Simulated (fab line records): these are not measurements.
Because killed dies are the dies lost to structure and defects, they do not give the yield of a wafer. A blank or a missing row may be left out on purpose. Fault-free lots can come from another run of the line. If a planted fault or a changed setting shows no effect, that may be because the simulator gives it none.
2 desks, one fault / flow gf180mcu / numbers are kept per desk, each desk with only its own; the story behind them comes last

== TOOL OWNER'S DESK, implanter-03 ==
GF_VT_IMPLANT_IMPLANT_19, tool's own readings: per-lot mean of the sampled wafers with a number, covering each lot this tool ran. If a lot's mean is further than 4 standard deviations from the usual mean, the lot is out of limits and carries the mark OUT (the distance appears in the brackets).
Columns: A = dose-ions-cm2 at GF_VT_IMPLANT_IMPLANT_19, usual 4.349e+12; B = faraday-current-uA at GF_VT_IMPLANT_IMPLANT_19, usual 24.5
lot=L741; first seen here=day 6 11:44; A=4.352e+12; B=24.2
lot=L744; first seen here=day 7 06:56; A=4.343e+12; B=24.5
lot=L745; first seen here=day 7 13:05; A=3.961e+12 (-83) OUT; B=22.2 (-4.6) OUT
lot=L747; first seen here=day 8 04:59; A=3.955e+12 (-84) OUT; B=22.6
lot=L756; first seen here=day 10 11:44; A=4.349e+12; B=24.6
lot=L760; first seen here=day 11 10:13; A=4.354e+12; B=24.3
lot=L761; first seen here=day 11 16:25; A=4.347e+12; B=24.8
This desk's finding: out of limits on L745, L747; first on L745, day 7 13:05 (dose-ions-cm2 at GF_VT_IMPLANT_IMPLANT_19). Within limits: L741, L744, L756, L760, L761.

== THE METROLOGY DESK ==
What the gauges read for every lot (on any tool): the sampled wafers with a number, averaged. If a lot's mean is further than 4 standard deviations from the usual mean, the lot is out of limits and carries the mark OUT (the distance appears in the brackets).
Columns: A = VT_IMPLANT_2_TW at GF_VT_IMPLANT_TW_MEAS_21, usual 1212; B = M2_ALCU_RS at GF_M2_RS_MEAS_05, usual 0.0697 ohm/sq; C = cd-nm at GF_V2_CD_MEAS_14, usual 259.9 nm
lot=L741; first seen here=day 6 11:59; A=1198; B=0.0706; C=258.5
lot=L744; first seen here=day 7 07:11; A=1227; B=0.0702; C=260.0
lot=L745; first seen here=day 7 13:20; A=1164; B=0.0689; C=260.7
lot=L746; first seen here=day 7 19:54; A=1221; B=0.0703; C=259.2
lot=L747; first seen here=day 8 05:14; A=1187; B=0.0708; C=260.2
lot=L751; first seen here=day 9 02:50; A=1199; B=0.0697; C=261.5
lot=L752; first seen here=day 9 10:17; A=1197; B=0.0703; C=259.8
lot=L756; first seen here=day 10 11:58; A=1191; B=0.0697; C=258.4
lot=L757; first seen here=day 10 17:41; A=1216; B=0.0699; C=261.0
lot=L758; first seen here=day 11 04:50; A=1223; B=0.0704; C=259.4
lot=L760; first seen here=day 11 10:27; A=1192; B=0.0694; C=260.4
lot=L761; first seen here=day 11 16:38; A=1218; B=0.0694; C=259.1
lot=L763; first seen here=day 12 11:08; A=1230; B=0.0697; C=260.0
Result from this desk: across the 13 lots, nothing is out of limits.

== PUT TOGETHER ==
The tool owner's desk could have raised an alarm at day 7 13:05, on L745, L747.
Metrology desk: nothing out of limits seen.
The metrology desk has L745, L747 on record, within its limits.
The lots listed all ran GF_VT_IMPLANT_IMPLANT_19 on implanter-03.

== WHAT HAD BEEN PUT IN BY THE SIMULATOR ==
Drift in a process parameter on implanter-03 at GF_VT_IMPLANT_IMPLANT_19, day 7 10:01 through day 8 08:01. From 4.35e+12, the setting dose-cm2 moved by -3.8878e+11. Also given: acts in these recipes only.
Lots struck among those shown: L745, L747.
Each desk's first reading out of limits, in hours after the fault started: the tool owner's desk, 3.
